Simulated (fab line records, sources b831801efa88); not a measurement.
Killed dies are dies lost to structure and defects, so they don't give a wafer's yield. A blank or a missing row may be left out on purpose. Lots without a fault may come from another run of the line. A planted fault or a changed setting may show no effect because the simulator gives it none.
Problem report in the 8D (eight disciplines) form, filled by code | flow sfq_line | the parts of the form that need people (team, actions taken, sign-off) are left out

1. THE PROBLEM
M4_NB_RS at SFQ_M4_RS_MEAS_924 reads a mean of 0.614 ohm/sq on 1 wafer of 1 lot; wafers without a fault read 0.890 ohm/sq with a standard deviation of 0.0097. That is -28 standard deviations from the usual mean.
The step: measures by four-point-probe.
First seen on wafer L923.1, day 55 02:05, on film_metro-02. The record holds 39 wafers of 13 lots with a number at this step. Rule for "out", or "out of limits": more than 4 standard deviations from the usual mean. The other wafers with a number count as sound.

2. WHAT IT IS AND WHAT IT IS NOT
question                    | is                | is not
which readings at this step | M4_NB_RS          | -
which lots                  | L923              | L902, L903, L904, L906, L907, L908, L910, L911, L912, L913, L922, L925
which wafers of those lots  | L923.1            | L923.2, L923.3
read on which gauges        | film_metro-02     | film_metro-01, film_metro-03
when                        | from day 55 02:05 | up to then (35 sound wafers); but 3 sound wafers of L925 came after

3. SUSPECTS, AND WHAT RULES EACH OUT
Counting: a tool at a process step up to the reading stays a suspect if it ran every lot that is out. Sound lots after the first of them don't rule it out here, since some wafers of a struck lot are sound.
- the gauge at SFQ_M4_RS_MEAS_924: ruled out. All the wafers that are out were read on film_metro-02, but those of them that SFQ_TRILAYER_M4_ETCH_METAL_ETCH_096 has rows for are out there too, on other tools.
- rie_metal-04 at SFQ_TRILAYER_M0_STRIP_STRIP_025 (strips in O2): kept. It ran the lot that is out, L923 (day 18 15:11); its last sound lot up to then is L922 (day 18 08:49).
- pvd_sputter-04 at SFQ_TRILAYER_M2_DEP_SPUTTER_055 (material Nb, target thk 200 nm, time 133.3 s): kept. It ran the lot that is out, L923 (day 29 14:52); its last sound lot up to then is L911 (day 27 10:07).
- pvd_sputter-04 at SFQ_TRILAYER_M4_DEP_SPUTTER_091 (material Nb, target thk 200 nm, time 133.3 s): kept. It ran the lot that is out, L923 (day 55 02:00); its last sound lot up to then is L907 (day 51 23:53).
Left after counting: rie_metal-04 at SFQ_TRILAYER_M0_STRIP_STRIP_025, pvd_sputter-04 at SFQ_TRILAYER_M2_DEP_SPUTTER_055, pvd_sputter-04 at SFQ_TRILAYER_M4_DEP_SPUTTER_091.

4. THE CAUSE (what the simulator had put in)
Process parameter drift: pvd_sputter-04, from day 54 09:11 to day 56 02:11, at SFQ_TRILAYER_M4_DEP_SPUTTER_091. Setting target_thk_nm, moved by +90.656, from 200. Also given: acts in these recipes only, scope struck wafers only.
Counting left 3 suspects, and this tool is among them.

5. THE CHAIN OF EFFECTS, in route order
Each row: a reading whose mean over the struck wafers that have a number lies more than 3 standard deviations from the usual. Only readings for which the record gives a usual standard deviation are gone through. hours: the time from each lot's start at the first step in this table that gives one to its start at this step, as a median over the lots. sigmas: the change in usual standard deviations.
hours | step                                | reading        | usual        | on struck wafers | change | sigmas
0     | SFQ_M4_RS_MEAS_924                  | M4_NB_RS       | 0.890 ohm/sq | 0.614            | -0.276 | -28
3     | SFQ_TRILAYER_M4_ETCH_METAL_ETCH_096 | oes_product_au | 0.894 a.u.   | 0.996            | +0.102 | +15
The process steps in it:
- SFQ_TRILAYER_M4_ETCH_METAL_ETCH_096: etches Nb in Cl2/Ar, stops on SiO2, target depth 240 nm, time 120 s.
Later measuring or inspecting steps at which every struck wafer that the step has a row for has a number for every such reading, and none has moved that far: SFQ_I4_BOW_MEAS_927.

6. WHAT WOULD HAVE CAUGHT IT SOONER
In this record the first reading out of limits at a measuring or inspecting step was taken at day 55 02:05, 17 hours after the fault began at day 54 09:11.
Of the tool readings at SFQ_TRILAYER_M4_DEP_SPUTTER_091 for which the record gives a usual standard deviation, none was out on any struck wafer, so an alarm limit of 4 standard deviations on them would not have fired.
All the lots that are out (1) had begun SFQ_TRILAYER_M4_DEP_SPUTTER_091 on pvd_sputter-04 by day 55 02:05. A hold on the tool at that time would have spared none of them.
